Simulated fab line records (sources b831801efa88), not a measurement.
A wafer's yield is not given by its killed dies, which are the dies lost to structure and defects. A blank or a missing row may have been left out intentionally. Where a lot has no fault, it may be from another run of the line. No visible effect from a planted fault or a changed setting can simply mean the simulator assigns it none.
Comparing a struck lot with a sound one ; flow gf180mcu ; 24 steps out of a route of 602
Sound: these wafers, L303.3, L303.5, L303.6. The struck wafers were L299.2, L299.3, L299.5. Last of all comes the cause.
Each step with rows lists, per side, the tool, then ch with its chambers, then its first start. Under that, the readings that differ: sound wafers ; struck wafers ; difference of the means ; sigmas: that difference in standard deviations of wafers without a fault.
alike: same words and numbers on both sides, and readings whose means sit less than 2 such deviations apart. not compared: any withheld reading, any reading some wafer has no value for, any bound like >300 that may hide the same value, and any number with overlapping values for which the record gives no deviation.
The two part at a step that has a row with sigmas, a row that says differs or no value, or rows on one side only. Non-overlapping numbers with no deviation appear without sigmas and do not part them. A reading missing from all wafers of one side parts the sides only when that side holds two or more wafers.

first, 2 steps without rows for these wafers: GF_V1_STRIP_19 (strips in post etch residue remover, time 1200 s); GF_V1_CLEAN_20 (cleans in DIW).
GF_V1_SPUTTER_21: material Ti, target thk 15 nm, time 80.02 s.
  sound on pvd_sputter-03, day 25 06:23; struck on pvd_sputter-02, day 24 04:31
  alike: cathode_dc_power_W, chamber_pressure_pa, throttle_valve_pct
GF_V1_SPUTTER_22: material TiN, target thk 10 nm, time 40 s.
  sound on pvd_sputter-03, day 25 06:26; struck on pvd_sputter-02, day 24 04:35
  alike: cathode_dc_power_W, chamber_pressure_pa, throttle_valve_pct
GF_V1_CVD_23: deposits W, target thk 350 nm, time 105.05 s.
  sound on cvd_w-02 ch 0,1, day 25 06:31; struck on cvd_w-02 ch 0,1, day 24 04:37
  alike: chamber_pressure_Torr, heater_power_w
GF_V1_RS_MEAS_24: a four-point-probe measurement.
  sound on film_metro-03, day 25 06:38; struck on film_metro-03, day 24 04:45
  alike: V1_W_RS
GF_V1_THK_MEAS_25: measures by xrf.
  sound on film_metro-03, day 25 06:44; struck on film_metro-03, day 24 04:52
  alike: V1_W_THK
GF_V1_CMP_26: polishes, stops on SiO2, t overpolish 15 s, target thk 0 nm.
  sound on cmp-01 ch 0,1,3, day 25 06:55; struck on cmp-01 ch 0,3, day 24 04:55
  alike: motor_current_A, overpolish_run_s, time_to_endpoint_s
then, 3 steps without rows for these wafers: GF_M2_SPUTTER_00 (material Ti, target thk 37.5 nm, time 150 s); GF_M2_SPUTTER_01 (material TiN, target thk 30 nm, time 25 s); GF_M2_SPUTTER_02 (material AlCu, target thk 450 nm, time 23.9 s).
GF_M2_SPUTTER_03: material Ti, target thk 10 nm, time 6.7 s.
  sound on pvd_sputter-02, day 25 07:14; struck on pvd_sputter-03, day 24 05:22
  alike: cathode_dc_power_W, chamber_pressure_pa, throttle_valve_pct
GF_M2_SPUTTER_04: material TiN, target thk 50 nm, time 42.83 s.
  sound on pvd_sputter-02, day 25 07:15; struck on pvd_sputter-03, day 24 05:23
  no value came back on the struck wafers for cathode_dc_power_W (W), chamber_pressure_pa (Pa), throttle_valve_pct (%), time_s (s); on the sound wafers cathode_dc_power_W (W) reads 6499.9 6499.7 6499.4
GF_M2_THK_MEAS_06: measures by xrf.
  sound on film_metro-02, day 25 07:26; struck on film_metro-03, day 24 15:10
reading;sound;struck;difference;sigmas
M2_ALCU_THK (nm);446 453 450;503 508 500;+54;+10
  not compared: hold
then, 6 steps without rows for these wafers: GF_M2_HMDS_08 (prime time 60 s); GF_M2_COAT_09 (resist thk 1000 nm); GF_M2_SOFTBAKE_10 (time 60 s); GF_M2_EXPOSE_11 (exposes mask Metal2, target cd 280 nm); GF_M2_PEB_12 (peb time 90 s); GF_M2_DEVELOP_13 (develop time 60 s).
GF_M2_CD_MEAS_14: the cd target is 280 nm.
  sound on cd_sem-01, day 26 04:02; struck on cd_sem-01, day 25 03:07
  alike: cd_nm
GF_M2_OVL_MEAS_15:
  sound on overlay-01, day 26 04:07; struck on overlay-02, day 25 03:14
  alike: M2_OVL
GF_M2_METAL_ETCH_16: etches the open film in Cl2/BCl3, stops on SiO2, target depth 627.5 nm, time 104.6 s.
  sound on rie_metal-03 ch 0,1, day 26 04:11; struck on rie_metal-01 ch 0,1, day 25 03:16
reading;sound;struck;difference;sigmas
oes_product_au (a.u.);0.964 0.966 0.970;1.002 0.987 0.995;+0.028;+4
  alike: drypump_motor_current_A, throttle_valve_pct
  not compared: rf_hours_counter_h
then, 1 step without rows for these wafers: GF_M2_STRIP_17 (strips in O2/N2).

## WHERE THEY PART
At GF_M2_SPUTTER_04 first; at GF_M2_METAL_ETCH_16 last (within this record only).

WHY: whatever the simulator had introduced
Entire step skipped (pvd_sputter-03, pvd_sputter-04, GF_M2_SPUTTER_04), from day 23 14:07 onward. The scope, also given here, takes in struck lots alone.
